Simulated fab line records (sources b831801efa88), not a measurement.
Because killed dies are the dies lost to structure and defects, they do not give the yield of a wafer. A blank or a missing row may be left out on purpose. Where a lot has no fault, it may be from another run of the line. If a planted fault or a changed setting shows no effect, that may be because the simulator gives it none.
A lot that was struck, set against a sound lot / flow sfq_line / 16 out of 325 route steps
Sound: wafers L422.1, L422.3, L422.5. Struck: wafers L420.1, L420.2, L420.5. At the end, the cause is stated.
At each step with rows: each side's tool, then ch and its chambers, then its first start. Under that, the readings that differ: sound wafers / struck wafers / difference of the means / sigmas: that difference in standard deviations of wafers without a fault.
alike: same words and numbers on both sides, and readings whose means sit less than 2 such deviations apart. not compared: any withheld reading, any reading some wafer has no value for, any bound like >300 that may hide the same value, and any number with overlapping values for which the record gives no deviation.
A row with sigmas, a row that says differs or no value, or rows on one side alone: a step with any of these is where the two part. Numbers that don't overlap but have no deviation are shown without sigmas and don't part them. Lack of a reading on every wafer of one side parts them only where that side has two or more wafers.

SFQ_I3_OVL_MEAS_923:
  struck on overlay-01, day 34 14:32; sound on overlay-01, day 38 08:46
  alike: I3_OVL
SFQ_TRILAYER_I3_VIA_BARC_OPEN_VIA_ETCH_121: etches BARC in O2, target depth 125 nm, time 41.7 s.
  sound on rie_diel-04 ch 0,1,2, day 38 08:48; struck on rie_diel-04 ch 1,2, day 34 14:34
  alike: drypump_motor_current_A, oes_product_au
  not compared: rf_hours_counter_h
SFQ_TRILAYER_I3_VIA_ETCH_VIA_ETCH_088: etches SiO2 in CHF3, stops on Nb, target depth 260 nm.
  sound on rie_diel-04 ch 0,1,2, day 38 08:50; struck on rie_diel-04 ch 1,2, day 34 14:37
  alike: drypump_motor_current_A, oes_product_au
SFQ_TRILAYER_I3_VIA_STRIP_STRIP_089: strips in O2.
  sound on rie_metal-03 ch 0,1, day 38 08:57; struck on rie_metal-03 ch 0,1, day 34 14:44
  alike: drypump_motor_current_A, oes_product_au
  not compared: rf_hours_counter_h
then, 2 steps without rows for these wafers: SFQ_TRILAYER_I3_VIA_STRIP_SOLV_CLEAN_090 (cleans in NMP, time 600 s); SFQ_TRILAYER_M4_DEP_PRE_CLEAN_092 (time 22.5 s).
SFQ_TRILAYER_M4_DEP_SPUTTER_091: material Nb, target thk 200 nm, time 133.3 s.
  struck on pvd_sputter-04, day 34 15:33; sound on pvd_sputter-05, day 38 09:46
  alike: throttle_valve_pct
SFQ_M4_RS_MEAS_924: measures by four-point-probe.
  struck on film_metro-01, day 34 15:38; sound on film_metro-03, day 38 09:51
  alike: M4_NB_RS
then, 3 steps without rows for these wafers: SFQ_TRILAYER_M4_LITHO_COAT_098 (resist thk 62 nm); SFQ_TRILAYER_M4_LITHO_COAT_093 (resist thk 600 nm); SFQ_TRILAYER_M4_LITHO_SOFTBAKE_097.
-- the record jumps here: 7 days lie between the struck wafers' starts before and after --
SFQ_TRILAYER_M4_LITHO_EXPOSE_094: exposes mask M4, target cd 500 nm.
  sound on krf_scanner-02 ch 0, day 44 18:35; struck on krf_scanner-01 ch 0, day 41 04:09
reading=model.M4.overlay_x_nm (nm); sound=1.32 1.32 1.32; struck=26.87 26.87 26.87; difference=+25.55; sigmas=
  alike: mask
then, 2 steps without rows for these wafers: SFQ_TRILAYER_M4_LITHO_PEB_096 (peb time 60 s); SFQ_TRILAYER_M4_LITHO_DEVELOP_095 (time 60 s).
SFQ_M4_OVL_MEAS_926:
  struck on overlay-01, day 41 05:51; sound on overlay-01, day 44 20:05
reading=M4_OVL (nm); sound=-6 4 -4; struck=27 25 25; difference=+28; sigmas=+4
  not compared: hold
SFQ_TRILAYER_M4_BARC_OPEN_METAL_ETCH_123: etches BARC in O2, target depth 125 nm, time 41.7 s.
  sound on rie_metal-03 ch 0,1, day 44 20:08; struck on rie_metal-01 ch 0,1, day 41 08:02
reading=hold; sound=- - -; struck=await_dispo/2.2h/release await_dispo/2.2h/release await_dispo/2.2h/release; difference=no value on the sound wafers; sigmas=
  alike: drypump_motor_current_A, oes_product_au
  not compared: rf_hours_counter_h

WHERE THEY PART
First at SFQ_M4_OVL_MEAS_926; last, within this record, at SFQ_TRILAYER_M4_BARC_OPEN_METAL_ETCH_123.

WHY: what had been put in by the simulator
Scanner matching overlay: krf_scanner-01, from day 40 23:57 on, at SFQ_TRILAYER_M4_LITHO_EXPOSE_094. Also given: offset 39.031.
